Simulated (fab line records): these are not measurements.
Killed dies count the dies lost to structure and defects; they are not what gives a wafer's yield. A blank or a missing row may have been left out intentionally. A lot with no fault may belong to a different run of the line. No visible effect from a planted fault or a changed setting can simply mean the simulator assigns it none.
Struck lot and sound lot, side by side -- flow sfqLine -- 17 steps out of a route of 325
Sound: these wafers, L719.3, L719.4, L719.6. The struck wafers were L726.1, L726.4, L726.6. The cause comes at the end.
Each step with rows lists, per side, the tool, then ch with its chambers, then its first start. Under that, the readings that differ: sound wafers -- struck wafers -- difference of the means -- sigmas: that difference in standard deviations of wafers without a fault.
alike: readings with means less than 2 such deviations apart, plus words and numbers identical on both sides. not compared: withheld readings, readings lacking a value on some wafer, bounds such as >300 that could conceal the same value, and numbers that have no deviation in the record and whose values overlap.
Wherever a step has rows on one side only, a row that says differs or no value, or a row with sigmas, the two part there. Numbers that have no deviation but don't overlap get no sigmas and don't part them. A reading missing from all wafers of one side parts the sides only when that side holds two or more wafers.

SFQ_TRILAYER_I0_VIA_BARC_OPEN_VIA_ETCH_046: etches BARC in O2, target depth 125 nm, time 41.7 s.
  sound on rieDiel-02 ch 0,2,3, day 14 00:01; struck on rieDiel-02 ch 1,3, day 16 07:48
  alike: drypumpMotorCurrentA, oesProductAu
  not compared: rfHoursCounterH
SFQ_TRILAYER_I0_VIA_ETCH_VIA_ETCH_034: etches SiO2 in CHF3, stops on Nb, target depth 260 nm.
  sound on rieDiel-02 ch 0,2,3, day 14 00:04; struck on rieDiel-02 ch 1,3, day 16 07:50
  alike: drypumpMotorCurrentA, oesProductAu
SFQ_TRILAYER_I0_VIA_STRIP_STRIP_035: strips in O2.
  sound on rieMetal-04 ch 0,1, day 14 00:23; struck on rieMetal-02 ch 0,1, day 16 07:57
  alike: drypumpMotorCurrentA, heBacksideLeakSccm, oesProductAu
  not compared: rfHoursCounterH
then, 2 steps without rows for these wafers: SFQ_TRILAYER_I0_VIA_STRIP_SOLV_CLEAN_036 (cleans in NMP, time 600 s); SFQ_TRILAYER_M1_DEP_PRE_CLEAN_038 (time 22.5 s).
SFQ_TRILAYER_M1_DEP_SPUTTER_037: material Nb, target thk 200 nm, time 133.3 s.
  sound: pvdSputter-05 at day 14 00:59; struck: pvdSputter-03 at day 16 08:46
  alike: substrateTempC, throttleValvePct
SFQ_M1_RS_MEAS_909: uses a four-point probe to measure.
  sound: filmMetro-01 at day 14 01:07; struck: filmMetro-03 at day 16 08:52
  alike: M1_NB_RS
then, 4 steps without rows for these wafers: SFQ_TRILAYER_M1_LITHO_COAT_044 (resist thk 62 nm); SFQ_TRILAYER_M1_LITHO_COAT_039 (resist thk 600 nm); SFQ_TRILAYER_M1_LITHO_SOFTBAKE_043; SFQ_TRILAYER_M1_LITHO_EXPOSE_040 (exposes mask M1, target cd 500 nm).
-- the record jumps here: 7 days lie between the struck wafers' starts before and after --
SFQ_TRILAYER_M1_LITHO_PEB_042: peb time 60 s.
  sound on lithoTrack-03 ch 0, day 19 05:47; struck on lithoTrack-03 ch 0, day 22 21:45
then, 1 step without rows for these wafers: SFQ_TRILAYER_M1_LITHO_DEVELOP_041 (time 60 s).
SFQ_M1_OVL_MEAS_911:
  sound: overlay-01 at day 19 06:03; struck: overlay-02 at day 22 22:03
  alike: M1_OVL
SFQ_TRILAYER_M1_BARC_OPEN_METAL_ETCH_054: etches BARC in O2, target depth 125 nm, time 41.7 s.
  sound on rieMetal-01 ch 0,1, day 19 06:05; struck on rieMetal-01 ch 0,1, day 22 22:05
reading,sound,struck,difference,sigmas
model.M1.cdNm (nm),503.9 502.6 503,485 484 485.4,-18,
  alike: drypumpMotorCurrentA, heBacksideLeakSccm, oesProductAu
  not compared: rfHoursCounterH
SFQ_TRILAYER_M1_ETCH_METAL_ETCH_042: etches Nb in Cl2/Ar, stops on SiO2, target depth 240 nm, time 120 s.
  sound on rieMetal-01 ch 0,1, day 19 06:10; struck on rieMetal-01 ch 0,1, day 22 22:08
reading,sound,struck,difference,sigmas
model.M1.cdNm (nm),502.2 501.6 500.6,486 483.8 485.2,-16,
  alike: drypumpMotorCurrentA, heBacksideLeakSccm, oesProductAu
  not compared: rfHoursCounterH
SFQ_TRILAYER_M1_STRIP_STRIP_043: strips in O2.
  sound on rieMetal-01 ch 0,1, day 19 06:28; struck on rieMetal-01 ch 0,1, day 22 22:16
  alike: drypumpMotorCurrentA, heBacksideLeakSccm, oesProductAu
  not compared: rfHoursCounterH

WHERE THEY PART
Nowhere in this record.

WHY: what the simulator had put in
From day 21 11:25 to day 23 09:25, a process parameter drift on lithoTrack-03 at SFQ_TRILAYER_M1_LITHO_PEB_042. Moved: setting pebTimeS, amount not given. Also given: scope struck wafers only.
